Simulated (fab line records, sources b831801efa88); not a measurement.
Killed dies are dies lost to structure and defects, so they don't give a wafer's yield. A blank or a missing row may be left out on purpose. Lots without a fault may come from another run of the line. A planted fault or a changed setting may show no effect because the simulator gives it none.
Chamber matching | flow sky130 | SKY_VIA2_ETCH_15 on rie_diel-01: 4 sister chambers
The step etches SiO2 in C4F8/O2/Ar, stops on TiN, target depth 546 nm, time 84 s. 4 wafers are shown with their chamber, then 9 later ones without.

WAFERS WITH THEIR CHAMBER
wafer  | chamber | oes_product_au (a.u.)
L086.5 | 3       | 0.934
L088.1 | 1       | 0.936
L088.4 | 2       | 0.940
L088.5 | 0       | 0.939

WAFERS WITHOUT THEIR CHAMBER
wafer  | oes_product_au (a.u.)
L089.3 | 0.945
L089.4 | 0.942
L089.6 | 0.935
L095.2 | 0.936
L095.3 | 0.935
L095.5 | 0.946
L097.1 | 0.942
L097.4 | 0.934
L097.5 | 0.942

WHICH CHAMBER EACH WENT THROUGH
wafer  | from the rows above               | in truth
L089.3 | can't be placed: 2 or 0 or 1      | 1
L089.4 | can't be placed: 2 or 0 or 1      | 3
L089.6 | can't be placed: 1 or 3 or 0 or 2 | 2
L095.2 | can't be placed: 1 or 3 or 0 or 2 | 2
L095.3 | can't be placed: 1 or 3 or 0 or 2 | 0
L095.5 | can't be placed: 2 or 0 or 1      | 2
L097.1 | can't be placed: 2 or 0 or 1      | 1
L097.4 | can't be placed: 3 or 1 or 0      | 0
L097.5 | can't be placed: 2 or 0 or 1      | 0
Placed correctly: 0 of 9. Can't be placed from these rows: 9 (the true chamber is among the candidates in 8). Placed wrongly: 0.
How it was worked out, from the rows above alone: a wafer's distance from a chamber is the root of the sum, over the readings, of the square of ((its reading less the chamber's mean) divided by the reading's scatter). The wafer belongs to the nearest chamber; if the next one is less than 2 further off, it can't be placed. A chamber's mean is the mean of its shown wafers. The scatter: with one shown wafer a chamber, the root of the mean of the squares of how far each hidden wafer lies from its nearest shown one.
